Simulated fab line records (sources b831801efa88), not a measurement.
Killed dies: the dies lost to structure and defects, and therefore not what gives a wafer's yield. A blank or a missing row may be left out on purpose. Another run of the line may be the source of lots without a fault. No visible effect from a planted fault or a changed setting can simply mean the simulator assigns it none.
Struck lot and sound lot, side by side -- flow gf180mcu -- 28 out of 602 route steps
Sound: the wafers L695.3, L695.5, L695.6. Struck: wafers L705.2, L705.5, L705.6. The cause is named last.
At each step with rows: each side's tool, then ch and its chambers, then its first start. Under that, the readings that differ: sound wafers -- struck wafers -- difference of the means -- sigmas: that difference in standard deviations of wafers without a fault.
alike: words and numbers the same on both sides, and readings whose means are apart by under 2 such deviations; not compared: readings that were withheld, readings missing a value for some wafer, numbers with overlapping values and no deviation given by the record, and bounds like >300 which may hide the same value.
Wherever a step has rows on one side only, a row that says differs or no value, or a row with sigmas, the two part there. Numbers that don't overlap but have no deviation are shown without sigmas and don't part them. A reading that every wafer of one side lacks parts them only if that side has two wafers or more.

GF_STI_BOW_MEAS_00:
  struck on film_metro-01, day 4 03:01; sound on film_metro-02, day 2 01:02
  alike: INCOMING_BOW
then, 1 step without rows for these wafers: GF_STI_OXIDATION_01 (stabilise 600 s, purge 300 s, target thk 10 nm).
GF_STI_THK_MEAS_02:
  struck on film_metro-01, day 4 05:33; sound on film_metro-01, day 2 04:41
  alike: STI_OXIDATION_THK
GF_STI_CVD_03: deposits Si3N4 from DCS/NH3, target thk 207.16 nm, time 3551 s.
  sound on lpcvd-01 ch 0, day 2 04:44; struck on lpcvd-01 ch 0, day 4 05:36
reading,sound,struck,difference,sigmas
spike_tc_centre_C (C),767.9 769.1 768.2,784.1 786.9 786.0,+17.3,+12
zone_power_centre_pct (%),12.6 12.5 12.6,16.5 16.7 16.4,+4.0,+4
zone_power_lower_pct (%),12.8 12.5 12.6,10.6 10.5 10.4,-2.1,-6
model.Si3N4_of_STI_CVD_03.thk_nm (nm),207.5 208.3 208.3,214.2 225.6 229.9,+15.2,
GF_STI_THK_MEAS_04:
  struck on film_metro-01, day 4 07:50; sound on film_metro-02, day 2 06:44
reading,sound,struck,difference,sigmas
STI_CVD_03_THK (nm),207.4 208.3 208.1,214.6 225.8 229.8,+15.5,+9
  not compared: hold
then, 6 steps without rows for these wafers: GF_STI_HMDS_06 (prime time 60 s); GF_STI_COAT_07 (resist thk 700 nm); GF_STI_SOFTBAKE_08 (time 60 s); GF_STI_EXPOSE_09 (exposes mask COMP, target cd 220 nm); GF_STI_PEB_10 (peb time 90 s); GF_STI_DEVELOP_11 (develop time 60 s).
GF_STI_CD_MEAS_12: target cd 220 nm.
  struck on cd_sem-02, day 4 20:58; sound on cd_sem-02, day 2 19:02
  alike: cd_nm
GF_STI_ETCH_13: etches the open film in CHF3/O2, stops on Si, target depth 282.31 nm, time 112.9 s.
  sound on rie_diel-04 ch 1,2,3, day 2 19:07; struck on rie_diel-03 ch 0,3, day 4 21:04
reading,sound,struck,difference,sigmas
oes_product_au (a.u.),0.837 0.835 0.826,0.847 0.869 0.881,+0.033,+6
model.etch.depth_nm (nm),207.5 208.3 208.3,214.2 225.6 229.9,+15.2,
  alike: bias_w, drypump_motor_current_A, throttle_valve_pct
  not compared: rf_hours_counter_h
GF_STI_ETCH_14: etches Si in HBr/Cl2/O2, target depth 360 nm, time 102.9 s.
  sound on rie_si-02 ch 1,2, day 2 19:12; struck on rie_si-01 ch 0,3, day 4 21:08
  alike: bias_w, drypump_motor_current_A, oes_product_au, throttle_valve_pct
  not compared: rf_hours_counter_h
GF_STI_STRIP_15: strips in O2/N2.
  sound on plasma_asher-04 ch 0,1, day 2 19:19; struck on plasma_asher-01 ch 0,1, day 4 21:13
  alike: drypump_motor_current_A, heater_power_w, oes_product_au, strip_time_to_endpoint_s
  not compared: rf_hours_counter_h
then, 6 steps without rows for these wafers: GF_STI_CLEAN_16 (cleans in dHF, time 25 s); GF_STI_WET_ETCH_17 (etches Si3N4 in H3PO4, target depth 45 nm, time 514 s); GF_STI_CLEAN_18 (cleans in SC1/SC2, time 150 s); GF_STI_CLEAN_19 (cleans in dHF, time 20 s); GF_STI_WET_ETCH_20 (etches SiO2 in dHF, target depth 20 nm, time 400 s); GF_STI_OXIDATION_21 (stabilise 600 s, purge 300 s, target thk 15 nm).
GF_STI_THK_MEAS_22:
  struck on film_metro-02, day 4 23:04; sound on film_metro-04, day 2 21:04
  alike: STI_OXIDATION_01_THK
then, 1 step without rows for these wafers: GF_STI_CVD_23 (deposits SiO2, target thk 650 nm, time 108.3 s).
GF_STI_THK_MEAS_24:
  struck on film_metro-04, day 4 23:13; sound on film_metro-01, day 2 21:12
  alike: STI_CVD_23_THK
GF_STI_CMP_25: polishes, stops on Si3N4, t overpolish 33 s, target thk 524.6 nm.
  sound on cmp-01 ch 0,3, day 2 21:17; struck on cmp-01 ch 1,2, day 4 23:19
reading,sound,struck,difference,sigmas
edge_zone_pressure_frac,0.997 0.994 0.999,1.012 1.003 1.008,+0.011,+2
motor_current_A (A),11.1 11.0 11.2,13.1 12.1 12.9,+1.6,+2
GF_STI_WET_ETCH_26: etches SiO2 in dHF, target depth 94 nm, time 188 s.
  sound on wet_bench-02 ch 0, day 2 21:32; struck on wet_bench-01 ch 0, day 4 23:34
reading,sound,struck,difference,sigmas
model.Si3N4_of_STI_CVD_03.thk_nm (nm),150.2 151.1 150.9,159.2 170.5 174.6,+17.4,
then, 1 step without rows for these wafers: GF_STI_WET_ETCH_27 (etches Si3N4 in H3PO4, target depth 160 nm, time 1825 s).
GF_PASSIVATION_PROBE_99:
  rows exist in the record for the sound wafers here (prober-01, day 30 01:53), none for the struck ones

## WHERE THEY PART
Earliest at GF_STI_CVD_03; latest, in this record, at GF_PASSIVATION_PROBE_99.

WHY: what the simulator had put in
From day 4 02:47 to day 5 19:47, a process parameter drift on lpcvd-01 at GF_STI_CVD_03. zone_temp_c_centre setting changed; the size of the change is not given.
